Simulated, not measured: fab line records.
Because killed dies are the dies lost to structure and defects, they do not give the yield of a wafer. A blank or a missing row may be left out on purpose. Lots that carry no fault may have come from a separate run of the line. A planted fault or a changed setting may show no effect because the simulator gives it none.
Comparing a struck lot with a sound one ; flow sky130 ; 17 steps out of a route of 708
Sound: these wafers, L847.2, L847.5, L847.6. Struck: wafer L846.5 (left out: L846.2, a lot-mate that was not struck); the cause follows at the end.
Order at every step that has rows: each side's tool, ch and its chambers, its first start. Under that, the readings that differ: sound wafers ; struck wafers ; difference of the means ; sigmas: that difference in standard deviations of wafers without a fault.
alike: readings whose means differ by less than 2 such deviations, and words and numbers that are the same on both sides. not compared: withheld readings, readings that some wafer has no value for, bounds like >300 that may hide the same value, and numbers for which the record gives no deviation and whose values overlap.
The two part at a step that has a row with sigmas, a row that says differs or no value, or rows on one side only. When numbers do not overlap yet have no deviation, they are printed without sigmas and do not part them. Lack of a reading on every wafer of one side parts them only where that side has two or more wafers.

first, 3 steps without rows for these wafers: SKY_VIA3_EXPOSE_09 (exposes mask VIM3, target cd 200 nm); SKY_VIA3_PEB_10; SKY_VIA3_DEVELOP_11 (develop time 60 s).
SKY_VIA3_CD_MEAS_12: the cd target is 200 nm.
  sound: cd-sem-01 at day 45 14:50; struck: cd-sem-01 at day 45 09:29
  alike: cd-nm
SKY_VIA3_OVL_MEAS_13:
  sound: overlay-02 at day 45 14:57; struck: overlay-02 at day 45 09:35
  alike: VIA3_OVL
SKY_VIA3_ETCH_14: etches BARC in N2/H2, stops on SiO2, time 45.9 s, target depth 60 nm.
  sound on rie-diel-01 ch 1,2, day 45 14:59; struck on rie-diel-03 ch 2, day 45 09:37
  alike: drypump-motor-current-A, oes-product-au, throttle-valve-pct
  not compared: rf-hours-counter-h
SKY_VIA3_ETCH_15: etches SiO2 in C4F8/O2/Ar, stops on TiN, target depth 507 nm, time 78 s.
  sound on rie-diel-01 ch 1,2, day 45 15:01; struck on rie-diel-03 ch 2, day 45 09:40
  alike: oes-product-au
SKY_VIA3_STRIP_16: strips in O2/N2.
  sound on plasma-asher-03 ch 0,1, day 45 15:05; struck on plasma-asher-02 ch 0, day 45 09:43
  alike: drypump-motor-current-A, o2-flow-sccm, oes-product-au, strip-time-to-endpoint-s
  not compared: rf-hours-counter-h
then, 3 steps without rows for these wafers: SKY_VIA3_STRIP_17 (strips in post etch residue remover, time 1200 s); SKY_VIA3_CLEAN_18 (cleans in IPA, time 180 s); SKY_VIA3_CLEAN_19 (cleans in O3/DIW).
SKY_VIA3_SPUTTER_20: material TiN, target thk 20 nm, time 80 s.
  sound: pvd-sputter-04 at day 45 15:40; struck: pvd-sputter-03 at day 45 10:21
  alike: throttle-valve-pct
SKY_VIA3_CVD_21: deposits W, target thk 390 nm, time 117.31 s.
  sound on cvd-w-01 ch 0,1, day 45 15:44; struck on cvd-w-02 ch 1, day 45 10:25
reading;sound;struck;difference;sigmas
model.W_of_VIA3_CVD_21.thk-nm (nm);394.5 388.2 387;611.5;+221.6;
  alike: heater-power-w
SKY_VIA3_RS_MEAS_22: a four-point-probe measurement.
  sound: film-metro-03 at day 45 15:53; struck: film-metro-03 at day 45 10:34
reading;sound;struck;difference;sigmas
VIA3_W_RS (ohm/sq);0.291 0.296 0.297;0.187;-0.108;-28
SKY_VIA3_THK_MEAS_23: measures by xrf.
  sound: film-metro-03 at day 45 15:59; struck: film-metro-03 at day 45 10:40
  not compared: VIA3_W_THK
SKY_VIA3_CMP_24: polishes, stops on SiO2, t overpolish 20 s, target thk 0 nm.
  sound on cmp-01 ch 0,1, day 45 16:05; struck on cmp-01 ch 0, day 45 10:49
reading;sound;struck;difference;sigmas
time-to-endpoint-s (s);98 95 92;141;+46;+12
  alike: motor-current-A
SKY_METAL4_SPUTTER_00: material Ti, target thk 15 nm, time 10 s.
  sound: pvd-sputter-01 at day 45 16:20; struck: pvd-sputter-02 at day 45 11:01
  alike: throttle-valve-pct

## WHERE THEY PART
At SKY_VIA3_RS_MEAS_22 first; at SKY_VIA3_CMP_24 last (within this record only). Later steps at which nothing parts them and some readings are alike: SKY_METAL4_SPUTTER_00.

WHY: what the simulator had put in
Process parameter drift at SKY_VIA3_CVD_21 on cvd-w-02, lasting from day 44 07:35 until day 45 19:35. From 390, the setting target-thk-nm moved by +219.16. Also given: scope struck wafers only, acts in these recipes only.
